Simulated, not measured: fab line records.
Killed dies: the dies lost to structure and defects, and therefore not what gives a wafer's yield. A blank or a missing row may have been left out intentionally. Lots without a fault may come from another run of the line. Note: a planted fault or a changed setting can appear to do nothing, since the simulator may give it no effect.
Problem report in the 8D (eight disciplines) form, filled by code -- flow gf180mcu -- the parts of the form that need people (team, actions taken, sign-off) are left out

## 1. WHAT WENT WRONG
HV_LDD_4_TW at GF_HV_LDD_TW_MEAS_50 reads a mean of 861 on 6 wafers of 2 lots; wafers without a fault read 567 with a standard deviation of 5.8. Measured from the usual mean, that is +51 standard deviations.
First observed at day 15 20:12: wafer L901.2, on film-metro-03. The record has a number at this step for 38 wafers belonging to 13 lots. Rule for "out", or "out of limits": more than 4 standard deviations from the usual mean. The other wafers with a number count as sound.

## 2. WHAT THIS IS AND IS NOT
question,is,is not
which readings at this step,HV_LDD_4_TW,-
which lots,"L901, L902","L891, L894, L895, L896, L897, L909, L910, L911, L912, L913, L914"
which wafers of those lots,all that have a number,-
read on which gauges,film-metro-03,"film-metro-01, film-metro-04"
when,from day 15 20:12,"up to then (14 sound wafers); but 18 sound wafers of L909, L910, L911, L912, L913, L914 came after"

## 3. WHAT RULES OUT EACH SUSPECT
Counting: a tool at a process step up to the reading stays a suspect if it ran every lot that is out and no sound lot after the first of them.
- the gauge at GF_HV_LDD_TW_MEAS_50 has been ruled out. All the wafers that are out were read on film-metro-03, but those of them that GF_HV_LDD_IMPLANT_48 has rows for are out there too, on other tools.
- implanter-04 at GF_HV_LDD_IMPLANT_48: ruled out as a lasting fault. After its first lot that is out, L901 (day 15 19:58), sound lots L910, L912, L913 ran on it.
Left after counting: nothing in the record.

## 4. THE CAUSE (what the simulator had put in)
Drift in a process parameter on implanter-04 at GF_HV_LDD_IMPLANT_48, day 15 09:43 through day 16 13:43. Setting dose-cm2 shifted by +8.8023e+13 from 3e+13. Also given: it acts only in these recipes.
Counting ruled it out, wrongly: the rule takes a fault to strike every lot that its tool runs from its start on, and this one did not.

## 5. THE EFFECT CHAIN, in route order
Each row: a reading whose mean over the struck wafers that have a number lies more than 3 standard deviations from the usual. Scope: only readings with a usual standard deviation given in the record; hours: median across lots of the time from each lot's start at the first step in this table that gives one to its start at this step; sigmas: change in usual standard deviations.
hours,step,reading,usual,on struck wafers,change,sigmas
0,GF_HV_LDD_IMPLANT_48,dose-ions-cm2,3e+13,1e+14,+9e+13,+99 or more
0,GF_HV_LDD_IMPLANT_48,faraday-current-uA,169,665,+496,+99 or more
0,GF_HV_LDD_TW_MEAS_50,HV_LDD_4_TW,567,861,+294,+51
Here are the process steps it includes:
- GF_HV_LDD_IMPLANT_48
Later steps that measure or inspect, where all struck wafers having a row at the step show a number for every such reading and not one has moved that far: GF_V1_BOW_MEAS_05.

## 6. WHAT WOULD HAVE CAUGHT IT SOONER
The first out-of-limits reading at a measuring or inspecting step in this record came at day 15 20:12, 10 hours after the fault's start at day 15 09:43.
Tool's own readings at GF_HV_LDD_IMPLANT_48, dose-ions-cm2, faraday-current-uA: out on all struck wafers the step has rows for; an alarm limit on them would have tripped on the first.
